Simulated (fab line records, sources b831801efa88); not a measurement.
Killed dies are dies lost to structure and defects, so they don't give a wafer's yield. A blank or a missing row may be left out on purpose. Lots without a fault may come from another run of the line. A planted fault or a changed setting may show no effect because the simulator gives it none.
Chamber matching | flow gf180mcu | GF_SAB_ETCH_11 on rie_diel-01: 4 sister chambers
The step etches SiO2 in C4F8/O2/Ar, target depth 55 nm, time 8.5 s. 4 wafers are shown with their chamber, then 9 later ones without.

WAFERS WITH THEIR CHAMBER
wafer  | chamber | oes_product_au (a.u.)
L311.4 | 2       | 1.012
L315.1 | 3       | 0.985
L315.2 | 0       | 0.992
L315.5 | 1       | 1.000

WAFERS WITHOUT THEIR CHAMBER
wafer  | oes_product_au (a.u.)
L316.3 | 1.013
L316.5 | 0.989
L316.6 | 1.005
L320.2 | 0.977
L320.3 | 0.980
L320.6 | 0.990
L324.1 | 0.984
L324.4 | 0.991
L324.6 | 0.993

WHICH CHAMBER EACH WENT THROUGH
wafer  | from the rows above          | in truth
L316.3 | 2                            | 2
L316.5 | can't be placed: 0 or 3      | 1
L316.6 | can't be placed: 1 or 2      | 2
L320.2 | can't be placed: 3 or 0      | 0
L320.3 | can't be placed: 3 or 0      | 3
L320.6 | can't be placed: 0 or 3      | 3
L324.1 | can't be placed: 3 or 0      | 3
L324.4 | can't be placed: 0 or 3      | 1
L324.6 | can't be placed: 0 or 1 or 3 | 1
Placed correctly: 1 of 9. Can't be placed from these rows: 8 (the true chamber is among the candidates in 6). Placed wrongly: 0.
How it was worked out, from the rows above alone: a wafer's distance from a chamber is the root of the sum, over the readings, of the square of ((its reading less the chamber's mean) divided by the reading's scatter). The wafer belongs to the nearest chamber; if the next one is less than 2 further off, it can't be placed. A chamber's mean is the mean of its shown wafers. The scatter: with one shown wafer a chamber, the root of the mean of the squares of how far each hidden wafer lies from its nearest shown one.
